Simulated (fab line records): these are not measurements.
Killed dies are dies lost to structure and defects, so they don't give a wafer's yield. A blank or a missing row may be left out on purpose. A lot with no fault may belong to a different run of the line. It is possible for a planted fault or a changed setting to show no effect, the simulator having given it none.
One fault seen from 2 desks ; flow sky130 ; each desk has only its own numbers; what lay behind them comes last

DESK OF THE TOOL OWNER: litho_track-03
Per lot that ran on this tool, the mean of the sampled wafers carrying a number, from the tool's own readings at SKY_POLY_GATE_SOFTBAKE_09 (time 87.27 s). If a lot's mean is further than 4 standard deviations from the usual mean, the lot is out of limits and carries the mark OUT (the distance appears in the brackets).
Columns: A = exhaust_pa at SKY_POLY_GATE_SOFTBAKE_09, usual 45.0 Pa; B = heater_power_total_W at SKY_POLY_GATE_SOFTBAKE_09, usual 57.92 W; C = plate_temp_C at SKY_POLY_GATE_SOFTBAKE_09, usual 100.00 C
lot;first seen here;A;B;C
L500;day 17 05:00;44.9;57.84;99.99
L505;day 19 04:00;45.2;52.32 (-58) OUT;92.98 (-59) OUT
L508;day 19 21:00;45.1;52.30 (-59) OUT;92.77 (-60) OUT
L519;day 23 20:00;45.9;57.89;99.91
This desk's verdict: out of limits on L505, L508, starting with L505 at day 19 04:00 (heater_power_total_W at SKY_POLY_GATE_SOFTBAKE_09). L500, L519: within limits.

METROLOGY DESK
What the gauges read for every lot (on any tool): the sampled wafers with a number, averaged. If a lot's mean is further than 4 standard deviations from the usual mean, the lot is out of limits and carries the mark OUT (the distance appears in the brackets).
Columns: A = POLY_GATE_TW at SKY_RES_PROTECT_TW_MEAS_08, usual 4029; B = POLY_GATE_CVD_03_THK at SKY_POLY_GATE_THK_MEAS_04, usual 74.8 nm; C = cd_nm at SKY_POLY_GATE_CD_MEAS_13, usual 150.2 nm; D = POLY_GATE_OVL at SKY_POLY_GATE_OVL_MEAS_14, usual -3 nm
lot;first seen here;A;B;C;D
L500;day 16 13:01;4053;74.1;152.3;-8
L502;day 17 08:01;4051;74.5;151.6;-6
L505;day 18 10:49;4040;74.3;153.3;5
L506;day 18 13:34;4012;75.0;152.7;-4
L508;day 19 02:02;4045;75.6;153.2;-1
L519;day 23 03:34;3986;74.9;148.5;-5
This desk's verdict: no lot among the 6 shows anything out of limits.

PUT TOGETHER
On L505, L508, at day 19 04:00, an alarm was possible from the tool owner's desk.
At the metrology desk, nothing out of limits was observed.
The metrology desk holds a record of L505, L508, inside its limits.
On litho_track-03, each named lot ran SKY_POLY_GATE_SOFTBAKE_09.

WHAT HAD BEEN PUT IN BY THE SIMULATOR
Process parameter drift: litho_track-03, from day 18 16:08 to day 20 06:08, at SKY_POLY_GATE_SOFTBAKE_09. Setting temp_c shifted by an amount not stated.
Lots struck among those shown: L505, L508.
Each desk's first reading out of limits, in hours after the fault started: the tool owner's desk, 12.
